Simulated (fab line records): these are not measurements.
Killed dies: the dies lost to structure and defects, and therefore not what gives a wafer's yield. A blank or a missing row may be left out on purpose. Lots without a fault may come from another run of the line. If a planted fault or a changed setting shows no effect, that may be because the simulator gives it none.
2 desks, one fault ; flow gf180mcu ; each desk has only its own numbers; what lay behind them comes last

## FOR THE TOOL OWNER'S DESK: cvdW-02
The tool's own readings at GF_CONTACT_CVD_24 (deposits W, target thk 300 nm, time 90.339 s): means of the sampled wafers that have a number, for each lot that ran on this tool. The brackets show how far a lot's mean lies from the usual mean; more than 4 standard deviations puts the lot out of limits, marked OUT.
Columns: A = heaterPowerW at GF_CONTACT_CVD_24, usual 871 W
lot;first seen here;A
L520;day 16 10:07;888
L521;day 17 14:21;891
L522;day 17 16:29;885
L523;day 17 19:34;889
L531;day 20 08:22;884
L532;day 21 00:34;887
L534;day 21 14:13;888
This desk found nothing out of limits on any of the 7 lots.

## FROM THE METROLOGY DESK
Means of the sampled wafers that have a number, per lot and without regard to the tool the lot ran on: this is what the gauges read. The brackets show how far a lot's mean lies from the usual mean; more than 4 standard deviations puts the lot out of limits, marked OUT.
Columns: A = CONTACT_CVD_00_THK at GF_CONTACT_THK_MEAS_01, usual 299.3 nm; B = CONTACT_W_RS at GF_CONTACT_RS_MEAS_25, usual 0.379 ohm/sq; C = CONTACT_W_THK at GF_CONTACT_THK_MEAS_26, usual 301 nm
lot;first seen here;A;B;C
L519;day 15 01:35;299.3;0.386;293
L520;day 15 11:23;300.8;0.379;304
L521;day 16 07:04;300.4;0.377;303
L522;day 16 16:37;297.0;0.379;301
L523;day 16 18:27;297.8;0.378;301
L528;day 18 18:23;298.3;0.384;296
L529;day 18 23:00;299.1;0.383;299
L531;day 19 06:32;300.5;0.378;305
L532;day 19 22:53;299.6;0.457 (+24) OUT;262 (-10) OUT
L534;day 20 12:49;302.5;0.495 (+35) OUT;242 (-15) OUT
L540;day 22 15:14;294.8;0.378;300
L542;day 23 15:23;299.0;0.382;298
This desk reports L532, L534 out of limits; the earliest was L532 at day 21 00:40 (CONTACT_W_RS at GF_CONTACT_RS_MEAS_25). L519, L520, L521, L522, L523, L528, L529, L531, L540, L542: within limits.

## PUT TOGETHER
An alarm was possible from the metrology desk at day 21 00:40, on L532, L534.
The tool owner's desk saw nothing out of limits.
On record at the tool owner's desk: L532, L534, within its limits.
The lots listed all ran GF_CONTACT_CVD_24 on cvdW-02.

## WHAT HAD BEEN PUT IN BY THE SIMULATOR
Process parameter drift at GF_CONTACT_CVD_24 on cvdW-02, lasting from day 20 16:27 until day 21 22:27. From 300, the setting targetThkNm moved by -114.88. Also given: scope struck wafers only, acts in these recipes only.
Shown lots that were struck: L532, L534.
Time in hours between the start of the fault and the first out-of-limits reading at each desk: metrology desk, 8.
